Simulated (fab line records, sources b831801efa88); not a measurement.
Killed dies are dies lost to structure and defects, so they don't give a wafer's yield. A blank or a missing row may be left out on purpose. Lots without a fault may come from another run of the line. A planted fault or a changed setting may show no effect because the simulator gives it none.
fab line records | flow sky130
record lots=6 wafers=18 last_day=50
route steps=708 shown CONTACT@410 PAD_OPEN@708
lots that met no fault: from a run of the same line without faults
start_h: hours from the record's first day to the start of the lot's first wafer shown | wait_h: hours since the lot's step before | " the same as in the row above | L1.1+2: a row that stands for several wafers | - no value, or no start given | * or withheld: withheld | < > ~ a bound
route shown NAME@n: a module of which the file shows steps, and the number in the route of the first | usual: mean/standard deviation of fault-free wafers | same: alike in all rows | chamber/n: place in a boat | sites: the reading at each site | _std_site: their standard deviation | _edge_site: outer sites' mean less inner sites' | radius_mm: how far each site lies from the wafer's centre | mask NAME#n: copy n | behind: the tool/chamber that last shaped the wafer | hold: why the lot was held/for how many hours/how that ended | device: the transistor (n, p or np) that didn't switch | end of line: the same wafers' tests at the end of the route | a step without rows: its recipe alone | killed: dies lost to structure and defects at the first sort, not the wafer's yield | map: a wafer's dies, x killed, . not, _ none there
set.NAME: the setting as run; set.NAME@STEP: as run at that earlier step | model.NAME: the simulator's own value behind a step, which no gauge read
lots at some steps of the route; a table a step, a row a wafer
services: from which hour (start_h, from the record's first day; less than 0 if before it) a tool's chamber was out of use, for how many hours, and why
## steps
# step SKY_CONTACT_CMP_04
# recipe material=SiO2 down_force_psi=4 platen_rpm=60 pad_velocity_m_s=0.94248
# usual edge_zone_pressure_frac=0.999/0.005 motor_current_A=12.1/0.98 time_to_endpoint_s=80/5.5
# columns lot.wafer tool chamber start_h wait_h edge_zone_pressure_frac motor_current_A time_to_endpoint_s
L127.3 cmp-02 1 747.92 0.0 0.994 13.3 78
L127.1 " 0 " " 0.995 12.4 81
L127.6 " 1 " " 1.007 12.5 87
L130.2 cmp-02 0 762.10 0.1 1.000 12.5 86
L130.1 " 1 " " 1.000 12.5 87
L130.6 " 3 " " 0.998 12.8 83
L141.4 cmp-01 3 866.90 0.0 0.997 11.5 76
L141.6 " 3 " " 0.996 11.3 70
L141.5 " 0 " " 0.999 10.8 85
L139.2 cmp-02 0 867.24 0.1 0.995 11.9 76
L139.5 " 2 " " 1.002 10.2 75
L139.6 " 3 " " 1.005 13.3 77
L143.4 cmp-02 3 868.88 0.4 1.000 13.2 75
L143.1 " 0 " " 0.996 13.2 76
L143.6 " 1 " " 1.005 12.6 81
L144.4 cmp-01 0 872.15 0.0 1.000 11.1 88
L144.1 " 2 " " 0.995 13.1 80
L144.6 " 0 " " 0.999 10.3 85
# step SKY_CONTACT_BOW_MEAS_05
# recipe mode=bow
# usual CONTACT_BOW=82/6.6
# columns lot.wafer tool chamber start_h wait_h CONTACT_BOW[um]
L127.1 film_metro-03 - 748.22 0.1 84
L127.3 " - " " 82
L127.6 " - " " 90
L130.1 film_metro-01 - 762.35 0.1 86
L130.2 " - " " 80
L130.6 " - " " 86
L141.4 film_metro-01 - 867.26 0.3 85
L141.5 " - " " 100
L141.6 " - " " 89
L139.2 film_metro-03 - 867.46 0.2 81
L139.5 " - " " 84
L139.6 " - " " 69
L143.1 film_metro-03 - 869.12 0.1 90
L143.4 " - " " 96
L143.6 " - " " 92
L144.1 film_metro-03 - 872.45 0.1 89
L144.4 " - " " 83
L144.6 " - " " 81
# step SKY_CONTACT_DEHYDRATE_06
# recipe temp_c=200 time_s=60
# step SKY_CONTACT_HMDS_07
# recipe prime_time_s=60 prime_temp_c=120
# step SKY_CONTACT_COAT_08
# recipe resist=BARC temp_c=withheld time_s=withheld spin_rpm=3000 resist_thk_nm=60
# step SKY_CONTACT_COAT_09
# recipe resist=KrF-thick spin_rpm=3000 resist_thk_nm=450
# step SKY_CONTACT_SOFTBAKE_10
# recipe temp_c=100 time_s=90 resist=KrF-thick
# step SKY_CONTACT_EXPOSE_11
# recipe mask_id=CTM1 na=0.8 source_shape=annular sigma_inner=0.55 sigma_outer=0.85 target_cd_nm=170 dose_mj=38
# step SKY_CONTACT_PEB_12
# recipe peb_temp_c=withheld peb_time_s=withheld resist=KrF-thick
# step SKY_CONTACT_DEVELOP_13
# recipe develop_time_s=60 resist=KrF-thick dev_temp_c=21
# step SKY_CONTACT_CD_MEAS_14
# recipe target_cd_nm=170
# usual cd_nm=169.3/1.4
# columns lot.wafer tool chamber start_h wait_h cd_nm
L127.1 cd_sem-02 - 774.50 - 169.7
L127.3 " - " " 169.1
L127.6 " - " " 168.9
L130.1 cd_sem-02 - 788.60 - 169.2
L130.2 " - " " 168.0
L130.6 " - " " 168.5
L141.4 cd_sem-01 - 890.86 - 168.6
L141.5 " - " " 168.0
L141.6 " - " " 168.8
L139.2 cd_sem-01 - 891.17 - 171.1
L139.5 " - " " 170.9
L139.6 " - " " 169.6
L143.1 cd_sem-02 - 892.10 - 172.2
L143.4 " - " " 170.2
L143.6 " - " " 171.5
L144.1 cd_sem-02 - 894.81 - 169.6
L144.4 " - " " 170.5
L144.6 " - " " 170.0
# step SKY_CONTACT_OVL_MEAS_15
# usual CONTACT_OVL=2/6.3
# columns lot.wafer tool chamber start_h wait_h CONTACT_OVL[nm]
L127.1 overlay-02 - 774.62 0.1 2
L127.3 " - " " -1
L127.6 " - " " 4
L130.1 overlay-02 - 788.72 0.1 6
L130.2 " - " " 8
L130.6 " - " " 7
L141.4 overlay-02 - 890.94 0.1 -2
L141.5 " - " " 6
L141.6 " - " " 4
L139.2 overlay-02 - 891.28 0.1 7
L139.5 " - " " 6
L139.6 " - " " 6
L143.1 overlay-02 - 892.22 0.1 -1
L143.4 " - " " 0
L143.6 " - " " 4
L144.1 overlay-01 - 894.93 0.1 3
L144.4 " - " " 4
L144.6 " - " " 3
# step SKY_CONTACT_ETCH_16
# recipe chemistry=N2/H2 target=BARC ion_energy_ev=200 source_w=500 bias_w=100 pressure_mtorr=30 n2_flow_sccm=100 h2_flow_sccm=200 stop_on=SiO2 time_s=45.9 target_depth_a=600
# usual bias_w=100.06/0.3 chamber_pressure_mTorr=30.002/0.028 drypump_motor_current_A=5.6/0.47 n2_flow_sccm=100.0/0.31 oes_product_au=0.855/0.0051 rf_fwd_power_W=495.2/1.6 throttle_valve_pct=13.225/0.009
# columns lot.wafer tool chamber start_h wait_h bias_w chamber_pressure_mTorr drypump_motor_current_A n2_flow_sccm oes_product_au rf_fwd_power_W rf_hours_counter_h throttle_valve_pct model.KrF-thick_of_CONTACT_COAT_09.thk_nm
L127.1 rie_diel-04 1 774.66 0.0 100.06 29.976 5.8 99.6 0.842 495.6 10 13.221 396.9
L127.3 " 0 " " 100.32 30.052 5.4 99.5 0.855 497.5 7 13.228 394.6
L127.6 " 1 " " 100.13 29.987 5.9 100.4 0.856 495.2 - 13.234 395.9
L130.1 rie_diel-01 2 788.76 0.0 100.57 30.015 4.8 99.6 0.854 494.1 17 13.235 391.6
L130.2 " 3 " " 100.10 30.008 5.8 100.0 0.852 496.9 11 13.219 393.5
L130.6 " 2 " " 100.43 30.010 4.9 100.3 0.841 495.3 - 13.207 393.9
L141.4 rie_diel-04 1 890.96 0.0 - - - - - - - - 435.4
L141.5 " 1 " " - - - - - - - - 435.2
L141.6 " 0 " " - - - - - - - - 435.9
L139.2 rie_diel-01 1 891.31 0.0 - - - - - - - - 435.6
L139.5 " 0 " " - - - - - - - - 435.6
L139.6 " 1 " " - - - - - - - - 434.7
L143.1 rie_diel-04 1 892.26 0.0 100.10 29.947 5.9 99.9 0.863 494.9 13 13.215 394.8
L143.4 " 3 " " 99.87 29.990 5.9 99.6 0.862 495.2 22 13.212 392.7
L143.6 " 2 " " 100.05 29.997 6.2 100.0 0.863 493.6 - 13.245 393
L144.1 rie_diel-02 0 894.97 0.0 100.15 29.942 5.1 99.9 0.863 495.7 6 13.229 393.9
L144.4 " 1 " " 100.08 30.018 5.7 100.0 0.859 495.8 2 13.230 393
L144.6 " 0 " " 100.01 30.005 5.1 99.4 0.858 495.7 - 13.229 394.1
# step SKY_CONTACT_ETCH_17
# recipe target=SiO2 chemistry=C4F8/O2/Ar stop_on=Si3N4 mask_material=KrF-thick source_w=1500 bias_w=1200 pressure_mtorr=40 c4f8_flow_sccm=withheld O2_flow_sccm=6 Ar_flow_sccm=300 time_s=withheld target_depth_a=3400
# usual bias_w=1200/3.9 chamber_pressure_mTorr=40.00/0.044 oes_product_au=0.891/0.0048 rf_fwd_power_W=1488/5
# columns lot.wafer tool chamber start_h wait_h bias_w chamber_pressure_mTorr oes_product_au rf_fwd_power_W
L127.1 rie_diel-04 1 774.70 0.0 1204 40.02 0.894 1488
L127.3 " 0 " " 1198 40.04 0.897 1488
L127.6 " 1 " " 1200 39.98 0.892 1483
L130.1 rie_diel-01 2 788.80 0.0 1206 39.97 0.900 1494
L130.2 " 3 " " 1209 40.01 0.884 1496
L130.6 " 2 " " 1201 40.03 0.896 1487
L141.4 rie_diel-04 1 891.00 0.0 1197 40.00 0.384 1488
L141.5 " 1 " " 1197 40.06 0.375 1491
L141.6 " 0 " " 1200 39.99 0.365 1492
L139.2 rie_diel-01 1 891.35 0.0 1202 40.04 0.382 1479
L139.5 " 0 " " 1201 39.98 0.373 1472
L139.6 " 1 " " 1204 40.03 0.374 1481
L143.1 rie_diel-04 1 892.30 0.0 1206 39.99 0.896 1491
L143.4 " 3 " " 1203 40.04 0.886 1496
L143.6 " 2 " " 1200 40.00 0.892 1488
L144.1 rie_diel-02 0 895.01 0.0 1205 40.06 0.894 1483
L144.4 " 1 " " 1189 40.06 0.894 1496
L144.6 " 0 " " 1203 40.01 0.904 1487
# step SKY_CONTACT_ETCH_18
# recipe target=Si3N4 chemistry=CHF3/O2 stop_on=TiN source_w=600 bias_w=200 pressure_mtorr=40 chf3_flow_sccm=50 O2_flow_sccm=5 time_s=39 target_depth_a=750
# usual O2_flow_sccm=5.000/0.013 bias_w=199.9/0.62 drypump_motor_current_A=5.6/0.47 oes_product_au=0.857/0.0084 rf_fwd_power_W=593.4/2.2 throttle_valve_pct=8.794/0.0084
# columns lot.wafer tool chamber start_h wait_h O2_flow_sccm bias_w drypump_motor_current_A oes_product_au rf_fwd_power_W rf_hours_counter_h throttle_valve_pct model.KrF-thick_of_CONTACT_COAT_09.thk_nm
L127.1 rie_diel-04 1 - - 4.999 199.5 5.8 0.852 597.0 10 8.795 250.6
L127.3 " 0 " " 5.006 198.8 5.4 0.848 594.0 7 8.789 243
L127.6 " 1 " " 5.011 200.1 5.8 0.841 597.4 - 8.782 249.7
L130.1 rie_diel-01 2 - - 5.007 199.5 4.9 0.850 593.8 17 8.773 244.7
L130.2 " 3 " " 5.028 200.2 5.8 0.844 594.5 11 8.792 247.8
L130.6 " 2 " " 4.996 198.9 4.9 0.859 592.9 - 8.800 246.9
L141.4 rie_diel-04 1 - - 4.983 199.6 5.8 0.371 594.2 13 8.670 290.9
L141.5 " 1 " " 5.001 199.4 5.8 0.375 589.8 - 8.666 289.4
L141.6 " 0 " " 4.994 199.1 5.4 0.380 596.0 - 8.676 284.6
L139.2 rie_diel-01 1 - - 5.001 199.9 4.8 0.382 591.3 18 8.659 288.6
L139.5 " 0 " " 4.977 199.4 6.1 0.376 589.8 - 8.677 283.9
L139.6 " 1 " " 4.994 200.7 4.8 0.373 590.3 - 8.674 288
L143.1 rie_diel-04 1 - - 5.009 199.2 5.9 0.847 593.7 13 8.800 250.9
L143.4 " 3 " " 4.985 200.8 5.8 0.859 595.3 22 8.807 241.9
L143.6 " 2 " " 5.014 200.5 6.2 0.857 591.0 - 8.788 240.8
L144.1 rie_diel-02 0 - - 5.004 200.1 5.1 0.849 592.4 6 8.793 246.4
L144.4 " 1 " " 5.014 200.3 5.6 0.865 597.7 2 8.791 242.2
L144.6 " 0 " " 5.009 200.0 5.1 0.859 596.4 - 8.784 246.7
# step SKY_CONTACT_STRIP_19
# recipe chemistry=O2/N2 power_w=1400 pressure_mtorr=1500 platen_temp_c=withheld o2_flow_sccm=3000 n2_flow_sccm=300 overash_fraction=0.5
# usual drypump_motor_current_A=5.5/0.36 n2_flow_sccm=300.0/0.85 oes_product_au=0.380/0.0051 strip_time_to_endpoint_s=3.63/0.047
# same overash_fraction=0.5
# columns lot.wafer tool chamber start_h wait_h drypump_motor_current_A n2_flow_sccm oes_product_au rf_hours_counter_h strip_time_to_endpoint_s
L127.1 plasma_asher-03 1 774.79 - 5.8 299.8 0.384 3 3.71
L127.3 " 0 " " 4.8 300.3 0.373 - 3.62
L127.6 " 0 " " 4.8 300.4 0.389 - 3.68
L130.1 plasma_asher-03 0 788.89 - 4.8 299.6 0.385 5 3.62
L130.2 " 1 " " 5.9 300.8 0.380 5 3.67
L130.6 " 1 " " 5.9 300.2 0.379 - 3.64
L141.4 plasma_asher-02 0 891.12 - 5.8 299.4 0.399 - 4.14
L141.5 " 0 " " 5.8 300.8 0.402 - 4.09
L141.6 " 1 " " 5.6 301.7 0.400 - 4.07
L139.2 plasma_asher-03 1 891.44 - 5.8 299.8 0.405 16 4.09
L139.5 " 0 " " 4.8 299.8 0.395 - 4.04
L139.6 " 1 " " 5.8 299.3 0.395 - 4.08
L143.1 plasma_asher-02 0 892.39 - 5.9 301.5 0.388 108 3.71
L143.4 " 1 " " 5.6 299.4 0.379 - 3.62
L143.6 " 0 " " 5.8 301.1 0.371 - 3.62
L144.1 plasma_asher-02 0 895.10 - 5.8 300.2 0.383 109 3.65
L144.4 " 1 " " 5.5 300.9 0.380 - 3.59
L144.6 " 1 " " 5.5 299.0 0.384 - 3.65
# step SKY_CONTACT_STRIP_20
# recipe chemistry=post_etch_residue_remover time_s=1200 temp_c=72.5
# step SKY_PAD_OPEN_PROBE_99
# usual killed_at_M0_to_M3=42/6.3 killed_at_M4_up=3.2/1.9 killed_at_contacts=24/5.8 killed_at_front_end=15/4.3 killed_at_other=0.2/0.62 killed_dies=85/9.3 killed_on_rim=16/3.3 killed_open=46/6.8 killed_short=38/6.1
# same gross_dies=492 killed_at_back_side=0
# columns lot.wafer tool chamber start_h wait_h killed_at_M0_to_M3 killed_at_M4_up killed_at_contacts killed_at_front_end killed_at_other killed_dies killed_on_rim killed_open killed_short
L127.1 prober-01 - 1096.91 0.1 38 4 25 17 0 84 15 48 35
L127.3 prober-01 - 1097.01 0.2 50 3 22 16 0 91 16 52 37
L127.6 prober-01 - 1097.16 0.2 31 4 19 23 1 78 19 40 36
L130.1 prober-02 - 1112.86 0.1 46 5 17 13 0 81 13 45 33
L130.2 prober-02 - 1112.91 0.1 55 1 24 12 0 92 19 58 32
L130.6 prober-02 - 1113.11 0.2 44 5 20 13 0 82 17 50 32
L141.4 prober-02 - 1182.37 0.2 223 55 132 18 64 492 96 49 48
L141.5 prober-02 - 1182.42 0.2 229 73 115 10 65 492 96 44 38
L141.6 prober-02 - 1182.47 0.2 218 80 122 12 60 492 96 48 49
L139.2 prober-01 - 1184.46 0.1 228 79 110 17 58 492 96 39 35
L139.5 prober-01 - 1184.61 0.2 233 62 117 15 65 492 96 52 32
L139.6 prober-01 - 1184.66 0.2 230 61 121 14 66 492 96 48 48
L143.1 prober-01 - 1185.91 0.1 46 7 19 9 1 82 18 39 43
L143.4 prober-01 - 1186.06 0.2 46 6 22 15 0 89 19 53 35
L143.6 prober-01 - 1186.16 0.2 40 4 20 10 0 74 13 40 34
L144.1 prober-02 - 1189.74 0.1 38 2 30 13 0 83 15 44 39
L144.4 prober-02 - 1189.89 0.2 36 3 32 23 0 94 13 54 39
L144.6 prober-02 - 1189.99 0.2 46 0 37 9 0 92 14 45 47
# killed by level:class
L127.1 LI_CONTACT:geometric_particle:open=8 CONTACT:geometric_particle:open=7 VIA1:geometric_particle:open=7 CONTACT:geometric_particle:short=5 METAL2:geometric_particle:short=5 VIA2:geometric_particle:open=5 VIA3:geometric_particle:short=5 VIA3:geometric_particle:open=5
L127.3 VIA1:geometric_particle:open=15 CONTACT:geometric_particle:open=8 LI_CONTACT:geometric_particle:open=7 VIA2:geometric_particle:open=6 METAL2:geometric_particle:short=6 POLY_GATE:geometric_particle:open=5 LI_CONTACT:geometric_particle:short=4 METAL1:geometric_particle:short=4
L127.6 CONTACT:geometric_particle:open=8 LI_CONTACT:geometric_particle:open=6 POLY_GATE:geometric_particle:open=5 VIA1:geometric_particle:open=5 METAL2:geometric_particle:short=5 FIELD_ISO:geometric_particle:short=4 POLY_GATE:geometric_particle:short=4 VIA2:geometric_particle:short=4
L130.1 VIA2:geometric_particle:open=10 VIA1:geometric_particle:open=8 CONTACT:geometric_particle:open=7 METAL1:geometric_particle:short=7 VIA3:geometric_particle:open=7 CONTACT:geometric_particle:short=5 POLY_GATE:geometric_particle:open=4 LI_CONTACT:geometric_particle:open=4
L130.2 VIA1:geometric_particle:open=13 VIA3:geometric_particle:open=9 CONTACT:geometric_particle:open=9 LI_CONTACT:geometric_particle:open=8 VIA2:geometric_particle:open=8 METAL1:geometric_particle:short=7 FIELD_ISO:geometric_particle:open=6 METAL2:geometric_particle:short=5
L130.6 VIA1:geometric_particle:open=13 LI_CONTACT:geometric_particle:open=7 CONTACT:geometric_particle:open=6 METAL1:geometric_particle:short=6 VIA1:geometric_particle:short=6 LOCAL_INTERCONNECT:geometric_particle:short=5 VIA3:geometric_particle:open=5 VIA2:geometric_particle:open=5
L141.4 CONTACT:area_etch=100 VIA1:area_expose=39 METAL2:area_expose=33 METAL3:area_expose=32 CAP2M:area_expose=32 CAPM:area_expose=32 VIA2:area_expose=29 METAL4:area_expose=28
L141.5 CONTACT:area_etch=89 VIA4:area_expose=40 CAP2M:area_expose=35 VIA1:area_expose=35 METAL2:area_expose=35 VIA3:area_expose=31 METAL3:area_expose=30 CAPM:area_expose=30
L141.6 CONTACT:area_etch=92 METAL4:area_expose=39 VIA3:area_expose=38 VIA4:area_expose=37 CAPM:area_expose=31 CAP2M:area_expose=28 METAL3:area_expose=28 METAL1:area_expose=26
L139.2 CONTACT:area_etch=94 METAL4:area_expose=43 METAL1:area_expose=41 VIA1:area_expose=35 VIA3:area_expose=32 METAL3:area_expose=32 CAPM:area_expose=31 VIA4:area_expose=31
L139.5 CONTACT:area_etch=93 VIA1:area_expose=38 VIA3:area_expose=35 VIA2:area_expose=35 METAL4:area_expose=34 CAP2M:area_expose=34 METAL1:area_expose=32 CAPM:area_expose=31
L139.6 CONTACT:area_etch=88 CAPM:area_expose=40 VIA2:area_expose=36 VIA1:area_expose=35 VIA3:area_expose=34 VIA4:area_expose=30 METAL4:area_expose=28 METAL3:area_expose=28
L143.1 VIA3:geometric_particle:open=9 VIA2:geometric_particle:open=8 CONTACT:geometric_particle:short=6 VIA1:geometric_particle:open=6 METAL4:geometric_particle:short=6 VIA1:geometric_particle:short=5 LI_CONTACT:geometric_particle:open=4 METAL1:geometric_particle:short=4
L143.4 CONTACT:geometric_particle:open=9 VIA3:geometric_particle:open=9 VIA1:geometric_particle:open=8 VIA2:geometric_particle:open=7 LI_CONTACT:geometric_particle:open=6 METAL4:geometric_particle:short=6 FIELD_ISO:geometric_particle:open=4 POLY_GATE:geometric_particle:open=4
L143.6 VIA1:geometric_particle:open=10 VIA3:geometric_particle:open=7 METAL1:geometric_particle:short=7 POLY_GATE:geometric_particle:open=5 LI_CONTACT:geometric_particle:open=5 LOCAL_INTERCONNECT:geometric_particle:short=5 CONTACT:geometric_particle:open=4 VIA1:geometric_particle:short=4
L144.1 CONTACT:geometric_particle:open=11 METAL1:geometric_particle:short=9 LI_CONTACT:geometric_particle:open=7 VIA1:geometric_particle:open=5 VIA3:geometric_particle:open=5 POLY_GATE:geometric_particle:short=4 LOCAL_INTERCONNECT:geometric_particle:short=4 FIELD_ISO:geometric_particle:short=3
L144.4 CONTACT:geometric_particle:open=12 LI_CONTACT:geometric_particle:open=10 FIELD_ISO:geometric_particle:open=9 VIA1:geometric_particle:open=8 VIA1:geometric_particle:short=7 FIELD_ISO:geometric_particle:short=6 METAL1:geometric_particle:short=5 METAL2:geometric_particle:short=5
L144.6 CONTACT:geometric_particle:short=10 LI_CONTACT:geometric_particle:open=9 CONTACT:geometric_particle:open=9 VIA2:geometric_particle:open=9 VIA3:geometric_particle:open=8 METAL2:geometric_particle:short=7 VIA1:geometric_particle:open=7 LI_CONTACT:geometric_particle:short=5
# map L139.2 (x killed, . not)
__________xxxxxxxxxx_________
________xxxxxxxxxxxxxx_______
______xxxxxxxxxxxxxxxxxx_____
_____xxxxxxxxxxxxxxxxxxxx____
____xxxxxxxxxxxxxxxxxxxxxx___
___xxxxxxxxxxxxxxxxxxxxxxxx__
__xxxxxxxxxxxxxxxxxxxxxxxxxx_
_xxxxxxxxxxxxxxxxxxxxxxxxxxxx
_xxxxxxxxxxxxxxxxxxxxxxxxxxxx
_xxxxxxxxxxxxxxxxxxxxxxxxxxxx
_xxxxxxxxxxxxxxxxxxxxxxxxxxxx
_xxxxxxxxxxxxxxxxxxxxxxxxxxxx
_xxxxxxxxxxxxxxxxxxxxxxxxxxxx
_xxxxxxxxxxxxxxxxxxxxxxxxxxxx
_xxxxxxxxxxxxxxxxxxxxxxxxxxxx
__xxxxxxxxxxxxxxxxxxxxxxxxxx_
___xxxxxxxxxxxxxxxxxxxxxxxx__
____xxxxxxxxxxxxxxxxxxxxxx___
_____xxxxxxxxxxxxxxxxxxxx____
______xxxxxxxxxxxxxxxxxx_____
________xxxxxxxxxxxxxx_______
__________xxxxxxxxxx_________
# map L141.4 (x killed, . not)
__________xxxxxxxxxx_________
________xxxxxxxxxxxxxx_______
______xxxxxxxxxxxxxxxxxx_____
_____xxxxxxxxxxxxxxxxxxxx____
____xxxxxxxxxxxxxxxxxxxxxx___
___xxxxxxxxxxxxxxxxxxxxxxxx__
__xxxxxxxxxxxxxxxxxxxxxxxxxx_
_xxxxxxxxxxxxxxxxxxxxxxxxxxxx
_xxxxxxxxxxxxxxxxxxxxxxxxxxxx
_xxxxxxxxxxxxxxxxxxxxxxxxxxxx
_xxxxxxxxxxxxxxxxxxxxxxxxxxxx
_xxxxxxxxxxxxxxxxxxxxxxxxxxxx
_xxxxxxxxxxxxxxxxxxxxxxxxxxxx
_xxxxxxxxxxxxxxxxxxxxxxxxxxxx
_xxxxxxxxxxxxxxxxxxxxxxxxxxxx
__xxxxxxxxxxxxxxxxxxxxxxxxxx_
___xxxxxxxxxxxxxxxxxxxxxxxx__
____xxxxxxxxxxxxxxxxxxxxxx___
_____xxxxxxxxxxxxxxxxxxxx____
______xxxxxxxxxxxxxxxxxx_____
________xxxxxxxxxxxxxx_______
__________xxxxxxxxxx_________
## services
# columns tool chamber start_h hours kind
plasma_asher-03 - 725.31 4.1 repair
plasma_asher-03 - 733.75 9.0 pm
cmp-02 - 743.08 1.0 repair
cmp-01 - 744.00 4.0 pm
rie_diel-04 3 744.18 14.1 repair
rie_diel-02 2 747.98 4.2 repair
rie_diel-04 - 754.94 2.2 repair
rie_diel-04 2 758.31 - clean
rie_diel-04 2 758.31 24.8 scheduled_down
rie_diel-04 2 758.31 24.8 vent_cycle
rie_diel-01 0 775.48 26.3 repair
plasma_asher-03 - 783.23 1.3 repair
cmp-01 - 784.00 1.0 repair
cmp-02 - 784.37 0.5 repair
cmp-02 - 791.76 2.2 repair
rie_diel-01 1 794.19 12.3 repair
rie_diel-01 0 806.48 - clean
rie_diel-01 0 806.48 26.7 scheduled_down
cmp-02 - 812.98 4.3 repair
cmp-01 - 817.42 1.1 repair
plasma_asher-03 - 848.84 0.8 repair
cmp-01 - 862.20 1.0 repair
rie_diel-04 - 864.07 14.6 pm
rie_diel-01 2 880.94 21.7 repair
## key
first_sign step=SKY_CONTACT_ETCH_16 reading=tool_record direction=missing
effect step=SKY_CONTACT_ETCH_17 reading=oes_product_au direction=down sigmas=99+ usual=0.891 struck=0.375
effect step=SKY_CONTACT_ETCH_18 reading=oes_product_au direction=down sigmas=57 usual=0.857 struck=0.376
effect step=SKY_CONTACT_STRIP_19 reading=strip_time_to_endpoint_s direction=up sigmas=9.7 usual=* struck=*
effect step=SKY_PAD_OPEN_PROBE_99 reading=killed_at_other direction=up sigmas=63 usual=0.2 struck=63
model_effect step=SKY_CONTACT_ETCH_16 value=KrF-thick_of_CONTACT_COAT_09.thk_nm without=392.6 struck=435.4
model_effect step=SKY_CONTACT_ETCH_18 value=KrF-thick_of_CONTACT_COAT_09.thk_nm without=244.7 struck=287.6
more_kills_born_at SKY_CONTACT_ETCH_16@rie_diel-04=281 SKY_CONTACT_ETCH_16@rie_diel-01=275
met_at SKY_CONTACT_ETCH_16
struck_wafers L139.2,L139.5,L139.6,L141.4,L141.5,L141.6
later_rows_left_out L139.2,L139.5,L139.6,L141.4,L141.5,L141.6
tester_left_out L139,L141
onset_between 788.76 890.96
fault kind=skipped_step_whole tool=rie_diel-01,rie_diel-04 chamber=- onset_h=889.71 steps=SKY_CONTACT_ETCH_16 scope=struck_lots_only
# tester_left_out: of these lots the tester's yield and bins aren't shown, on N5 and GAA mostly nor the transistor test; their killed dies are dies lost to structure and defects alone, not to doping, threshold or leakage, so they don't give the yield
# later_rows_left_out: the simulator's readings of these wafers behind a module that went badly wrong aren't trusted and aren't shown, but for the sort
